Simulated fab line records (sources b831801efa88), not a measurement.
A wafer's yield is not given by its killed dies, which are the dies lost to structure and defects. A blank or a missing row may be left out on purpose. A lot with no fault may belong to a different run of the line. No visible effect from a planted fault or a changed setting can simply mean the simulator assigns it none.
Which tool was responsible? -- flow gf180mcu -- 33 wafers from 11 lots sampled at 5 of the route's 602 steps

## WHAT THE GAUGES READ, wafer by wafer
GF_VT_IMPLANT_TW_MEAS_10. Usual: for VT_IMPLANT_TW the level is 560 and the standard deviation is 3.7.
lot,measured,on,VT_IMPLANT_TW,flag
L246,day 5 15:30,film_metro-02,557 555 552,
L247,day 5 21:45,film_metro-03,559 559 557,
L248,day 6 06:47,film_metro-02,557 552 553,
L249,day 6 09:11,film_metro-02,556 559 555,
L250,day 6 16:16,film_metro-01,565 565 563,
L251,day 7 01:00,film_metro-02,559 558 559,
L252,day 7 04:52,film_metro-01,563 563 562,
L253,day 7 10:31,film_metro-03,364 364 365,OFF
L254,day 7 19:11,film_metro-01,370 369 368,OFF
L255,day 7 23:43,film_metro-03,362 363 362,OFF
L256,day 8 06:21,film_metro-02,364 365 363,OFF

GF_VT_IMPLANT_OVL_MEAS_40. Usual: for VT_IMPLANT_03_OVL the level is 0.0 nm and the standard deviation is 1.5.
lot,measured,on,VT_IMPLANT_03_OVL (nm),flag
L246,day 7 12:19,overlay-01,0.6 1.1 1.7,
L247,day 7 19:30,overlay-02,1.9 0.8 1.2,
L248,day 8 05:09,overlay-02,-3.5 -4.2 -1.7,
L249,day 8 08:55,overlay-01,1.1 -0.3 1.0,
L250,day 8 15:58,overlay-01,-1.0 -1.1 -3.0,
L251,day 9 01:28,overlay-01,-2.6 -2.7 -1.9,
L252,day 9 05:46,overlay-01,-1.0 0.3 -0.5,
L253,day 9 12:10,overlay-02,-0.6 -1.4 -1.8,
L254,day 9 21:36,overlay-02,-3.7 -2.8 -3.1,
L255,day 10 02:34,overlay-01,-0.1 -1.3 0.4,
L256,day 10 10:13,overlay-01,0.7 2.3 1.7,

GF_VT_IMPLANT_RS_MEAS_48: the measuring method here is four-point-probe. Usual: for LVPWELL_RS the level is 1196 ohm/sq and the standard deviation is 3.3.
lot,measured,on,LVPWELL_RS (ohm/sq),flag
L246,day 7 13:04,film_metro-03,1198 1201 1195,
L247,day 7 20:15,film_metro-03,1196 1194 1200,
L248,day 8 05:54,film_metro-01,1200 1197 1200,
L249,day 8 09:38,film_metro-04,1190 1193 1189,
L250,day 8 16:45,film_metro-01,1196 1200 1198,
L251,day 9 02:19,film_metro-01,1199 1199 1199,
L252,day 9 06:32,film_metro-04,1195 1193 1195,
L253,day 9 12:55,film_metro-03,1198 1197 1195,
L254,day 9 22:20,film_metro-03,1198 1200 1204,
L255,day 10 03:20,film_metro-01,1196 1196 1195,
L256,day 10 10:59,film_metro-01,1197 1194 1193,

GF_DUAL_GATE_THK_MEAS_03. Usual: for DUAL_GATE_OXIDATION_00_THK the level is 10.87 nm and the standard deviation is 0.21.
lot,measured,on,DUAL_GATE_OXIDATION_00_THK (nm),flag
L246,day 7 14:55,film_metro-02,11.03 10.68 10.65,
L247,day 7 22:07,film_metro-02,10.62 10.80 10.85,
L248,day 8 08:54,film_metro-02,10.96 10.86 10.79,
L249,day 8 11:53,film_metro-04,10.75 10.69 10.71,
L250,day 8 18:40,film_metro-04,11.28 11.02 11.12,
L251,day 9 05:20,film_metro-04,10.79 11.03 11.04,
L252,day 9 08:23,film_metro-03,10.95 10.96 11.06,
L253,day 9 15:35,film_metro-04,10.51 10.81 10.62,
L254,day 10 00:25,film_metro-03,10.48 10.35 10.22,
L255,day 10 05:16,film_metro-03,10.89 10.71 10.76,
L256,day 10 13:32,film_metro-03,11.05 11.07 11.15,

## WHICH TOOL RAN EACH LOT (tool, then ch and the chambers of the sampled wafers, then the start)
lot,GF_VT_IMPLANT_IMPLANT_08
L246,"implanter-02 ch 0, day 5 15:16"
L247,"implanter-03 ch 0, day 5 21:31"
L248,"implanter-02 ch 0, day 6 06:34"
L249,"implanter-02 ch 0, day 6 08:56"
L250,"implanter-02 ch 0, day 6 16:04"
L251,"implanter-02 ch 0, day 7 00:46"
L252,"implanter-03 ch 0, day 7 04:38"
L253,"implanter-03 ch 0, day 7 10:17"
L254,"implanter-03 ch 0, day 7 18:56"
L255,"implanter-01 ch 0, day 7 23:29"
L256,"implanter-01 ch 0, day 8 06:08"
- GF_VT_IMPLANT_IMPLANT_08

## WHAT THE TOOLS THEMSELVES READ (means of the sampled wafers that have a number; where no wafer has one, the mark that the record gives instead)
GF_VT_IMPLANT_IMPLANT_08. Usual: 5.01e-06 Torr for end_station_pressure_torr, sd 2.7e-07.
lot,tool,end_station_pressure_torr (Torr),flag
L246,implanter-02,5.05e-06,
L247,implanter-03,5.07e-06,
L248,implanter-02,4.89e-06,
L249,implanter-02,5.08e-06,
L250,implanter-02,4.80e-06,
L251,implanter-02,4.80e-06,
L252,implanter-03,4.71e-06,
L253,implanter-03,4.99e-06,
L254,implanter-03,4.93e-06,
L255,implanter-01,4.81e-06,
L256,implanter-01,4.98e-06,

## THE ANSWER, worked out from the rows above alone
Rule: take the mean of a lot's wafers that have a number; if it is more than 3 standard deviations from the usual mean, the lot is off. Also off: a lot with no number at a reading for which 4 or more lots have one. Any other lot the step has rows for is counted as sound. After the gauges, taken in route order, come the tools' own readings; for these a lot's mean is taken, as printed above. The first step at which some lot is off is used, and at that step the reading that is off furthest; a lot without a number counts as furthest.
Off: L253, L254, L255, L256, seen at GF_VT_IMPLANT_TW_MEAS_10 (VT_IMPLANT_TW).
A tool fits if, at a process step before that reading, it ran every lot that is off, and no sound lot after the first of them. Gauges at GF_VT_IMPLANT_TW_MEAS_10: tried the same way as those tools. No candidate that was tried fits.

## WHAT HAD BEEN PUT IN BY THE SIMULATOR
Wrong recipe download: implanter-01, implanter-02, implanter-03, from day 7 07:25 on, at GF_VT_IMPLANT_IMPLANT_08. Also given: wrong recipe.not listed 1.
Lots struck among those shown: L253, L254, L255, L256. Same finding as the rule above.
